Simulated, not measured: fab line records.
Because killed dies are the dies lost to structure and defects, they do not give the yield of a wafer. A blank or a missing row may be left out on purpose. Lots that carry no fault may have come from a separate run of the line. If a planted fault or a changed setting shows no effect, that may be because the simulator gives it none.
What tool caused it?	flow sky130	Sampling: 11 lots, 33 wafers, 4 of 708 route steps

WHAT THE GAUGES SHOWED, per wafer
SKY_LDD_LDN_OVL_MEAS_07.
lot	measured	on	LDD_LDN_OVL (nm)
L601	day 22 10:02	overlay-02	-2.0 -1.5 0.1
L602	day 22 19:04	overlay-02	0.8 0.3 -1.3
L603	day 23 16:08	overlay-01	3.1 1.3 3.2
L605	day 24 06:02	overlay-01	0.3 -0.4 0.8
L606	day 24 19:59	overlay-02	0.6 0.9 -1.4
L607	day 25 01:11	overlay-01	1.1 -1.7 -0.1
L614	day 27 08:26	overlay-02	1.4 1.8 1.4
L613	day 27 08:38	overlay-01	-0.3 0.3 1.8
L618	day 30 03:07	overlay-02	3.8 4.3 3.5
L619	day 30 03:17	overlay-01	0.4 1.1 1.3
L621	day 30 11:56	overlay-02	0.0 1.1 -0.2

SKY_LI_CONTACT_THK_MEAS_01.
lot	measured	on	LI_CONTACT_HDPCVD_THK (nm)
L601	day 27 11:53	film metro-02	927 933 940
L602	day 27 18:27	film metro-03	930 942 937
L603	day 28 14:25	film metro-04	957 961 941
L605	day 29 03:53	film metro-04	922 896 916
L606	day 29 16:49	film metro-02	937 930 932
L607	day 29 23:41	film metro-04	909 924 928
L614	day 32 00:43	film metro-04	1121 1110 1115
L613	day 32 07:19	film metro-04	1113 1127 1120
L618	day 35 01:19	film metro-02	915 908 922
L619	day 35 02:01	film metro-03	905 906 931
L621	day 35 03:55	film metro-02	909 889 912

WHAT TOOL EACH LOT RAN ON (gives the tool, then ch and the chambers of the sampled wafers, and finally the start)
lot	SKY_POLY_CUT_ETCH_10	SKY_LI_CONTACT_HDPCVD_00
L601	rie diel-03 ch 0,1,3, day 23 19:26	hdpcvd-01 ch 0,1,2, day 27 11:47
L602	rie diel-03 ch 0,2,3, day 24 02:46	hdpcvd-01 ch 0,1,2, day 27 18:21
L603	rie diel-02 ch 2,3, day 24 23:41	hdpcvd-01 ch 0,1, day 28 14:18
L605	rie diel-04 ch 0,1,3, day 25 13:52	hdpcvd-02 ch 0,2, day 29 03:47
L606	rie diel-02 ch 0,1, day 26 02:43	hdpcvd-01 ch 0,1, day 29 16:39
L607	rie diel-02 ch 1,2,3, day 26 09:22	hdpcvd-02 ch 0,1,2, day 29 23:35
L614	rie diel-03 ch 0,2,3, day 28 15:11	hdpcvd-01 ch 0,1,2, day 32 00:36
L613	rie diel-02 ch 0,1,3, day 28 19:57	hdpcvd-01 ch 0,1,2, day 32 07:12
L618	rie diel-03 ch 0,1, day 31 13:52	hdpcvd-02 ch 0,1,2, day 35 01:13
L619	rie diel-04 ch 1,3, day 31 14:44	hdpcvd-02 ch 0,2, day 35 01:54
L621	rie diel-04 ch 1,3, day 31 17:53	hdpcvd-02 ch 0,1,2, day 35 03:49
- SKY_POLY_CUT_ETCH_10: etches BARC in N2/H2, stops on SiO2, time 45.9 s, target depth 60 nm.
- SKY_LI_CONTACT_HDPCVD_00: deposits PSG, target thk 930 nm, time 155 s.

AS READ BY THE TOOLS THEMSELVES (means over the sampled wafers that have a number; for cases with no such wafer, the mark the record gives instead)
SKY_POLY_CUT_ETCH_10.
lot	tool	drypump motor current A (A)	oes product au (a.u.)	throttle valve pct (%)
L601	rie diel-03	5.8	0.857	13.215
L602	rie diel-03	5.6	0.853	13.221
L603	rie diel-02	6.2	0.857	13.236
L605	rie diel-04	5.8	0.856	13.229
L606	rie diel-02	5.7	0.856	13.218
L607	rie diel-02	6.0	0.858	13.225
L614	rie diel-03	5.6	0.854	13.227
L613	rie diel-02	6.0	0.856	13.221
L618	rie diel-03	5.8	0.848	13.225
L619	rie diel-04	5.6	0.854	13.228
L621	rie diel-04	5.7	0.861	13.217

SKY_LI_CONTACT_HDPCVD_00.
lot	tool	sih4 flow sccm (sccm)
L601	hdpcvd-01	60.20
L602	hdpcvd-01	59.87
L603	hdpcvd-01	59.71
L605	hdpcvd-02	59.77
L606	hdpcvd-01	59.99
L607	hdpcvd-02	59.96
L614	hdpcvd-01	72.00
L613	hdpcvd-01	71.84
L618	hdpcvd-02	60.03
L619	hdpcvd-02	59.93
L621	hdpcvd-02	60.00

THE ANSWER, worked out from the rows above alone
Rule: the lots themselves supply what counts as usual. The widest of any qualifying gaps counts: lots, ordered by their means at a reading, are off when they make up no more than a third of the lots, leave a main group of 4 or more, and stand apart from it by 3 or more times the standard deviation of that group's means. If all means in a main group match to the digits the tables above print for the reading, that group is not used. Also off: a lot with no number at a reading for which 4 or more lots have one. The other lots that the step has rows for count as sound. First the gauges in route order, then the tools' own readings, where a lot's mean is used as printed above. The first step at which some lot is off is used, and at that step the reading that is off furthest; a lot without a number counts as furthest.
Off: L614, L613, seen at SKY_LI_CONTACT_THK_MEAS_01 (LI_CONTACT_HDPCVD_THK). For the main group the mean is 924 nm and the standard deviation 15.
If a tool, at a process step before that reading, ran all the lots that are off and no sound lot after the first of them, it fits. Not tried: the gauges at SKY_LI_CONTACT_THK_MEAS_01; whatever is off there is also off at SKY_LI_CONTACT_HDPCVD_00, on other tools, and gauge error can't account for it. One candidate fits, namely hdpcvd-01 at SKY_LI_CONTACT_HDPCVD_00. Its last sound lot is L606 (day 29 16:39), its first lot that is off L614 (day 32 00:36): a fault that began between those two fits.
The tool's own readings at SKY_LI_CONTACT_HDPCVD_00 bear it out: on the lots that are off they differ by more than 5 times the standard deviation of the sound lots' means. sih4 flow sccm reads 71.92 sccm there against 59.94 sccm on the sound lots.

WHAT HAD BEEN PUT IN BY THE SIMULATOR
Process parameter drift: hdpcvd-01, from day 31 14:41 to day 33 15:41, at SKY_LI_CONTACT_HDPCVD_00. A move of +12 in setting sih4 flow sccm, from 60. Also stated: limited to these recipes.
Lots struck among those shown: L614, L613. The rule above reached the same finding.
